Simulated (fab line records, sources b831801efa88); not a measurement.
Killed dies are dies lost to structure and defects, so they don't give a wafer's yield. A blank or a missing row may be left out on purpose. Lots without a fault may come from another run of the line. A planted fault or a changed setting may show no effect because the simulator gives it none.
Problem report in the 8D (eight disciplines) form, filled by code | flow sky130 | the parts of the form that need people (team, actions taken, sign-off) are left out

1. THE PROBLEM
SONOS_TUNNEL_OVL at SKY_SONOS_TUNNEL_OVL_MEAS_08 reads a mean of 38.4 nm on 6 wafers of 2 lots; wafers without a fault read -0.5 nm with a standard deviation of 1.5. That is +26 standard deviations from the usual mean.
First seen on wafer L541.1, day 14 17:12, on overlay-01. The record holds 42 wafers of 14 lots with a number at this step. Rule for "out", or "out of limits": more than 4 standard deviations from the usual mean. The other wafers with a number count as sound.

2. WHAT IT IS AND WHAT IT IS NOT
question                    | is                     | is not
which readings at this step | SONOS_TUNNEL_OVL       | -
which lots                  | L541, L542             | L530, L531, L534, L535, L537, L538, L539, L540, L543, L545, L549, L550
which wafers of those lots  | all that have a number | -
read on which gauges        | overlay-01, overlay-02 | -
when                        | from day 14 17:12      | up to then (24 sound wafers); but 12 sound wafers of L543, L545, L549, L550 came after

3. SUSPECTS, AND WHAT RULES EACH OUT
Counting: a tool at a process step up to the reading stays a suspect if it ran every lot that is out and no sound lot after the first of them.
- the gauge at SKY_SONOS_TUNNEL_OVL_MEAS_08: ruled out. The wafers that are out were read on 2 gauges (overlay-01, overlay-02).
- iline_stepper-01 at SKY_SONOS_TUNNEL_EXPOSE_04 (exposes mask TUNM, target cd 410 nm): kept. It ran every lot that is out, first L541 (day 14 04:46), and no sound lot after that; its last sound lot up to then is L539 (day 13 18:16).
Left after counting: iline_stepper-01 at SKY_SONOS_TUNNEL_EXPOSE_04.

4. THE CAUSE (what the simulator had put in)
Scanner matching overlay: iline_stepper-01, from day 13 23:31 on, at SKY_SONOS_TUNNEL_EXPOSE_04. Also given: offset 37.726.
Counting left only this tool.

5. THE CHAIN OF EFFECTS, in route order
Each row: a reading whose mean over the struck wafers that have a number lies more than 3 standard deviations from the usual. Only readings for which the record gives a usual standard deviation are gone through. hours: the time from each lot's start at the first step in this table that gives one to its start at this step, as a median over the lots. sigmas: the change in usual standard deviations.
hours | step                         | reading          | usual   | on struck wafers | change | sigmas
0     | SKY_SONOS_TUNNEL_OVL_MEAS_08 | SONOS_TUNNEL_OVL | -0.5 nm | 38.4             | +38.9  | +26

6. WHAT WOULD HAVE CAUGHT IT SOONER
In this record the first reading out of limits at a measuring or inspecting step was taken at day 14 17:12, 18 hours after the fault began at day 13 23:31.
Of the tool readings at SKY_SONOS_TUNNEL_EXPOSE_04 for which the record gives a usual standard deviation, none was out on any struck wafer, so an alarm limit of 4 standard deviations on them would not have fired.
All the lots that are out (2) had begun SKY_SONOS_TUNNEL_EXPOSE_04 on iline_stepper-01 by day 14 17:12. A hold on the tool at that time would have spared none of them.
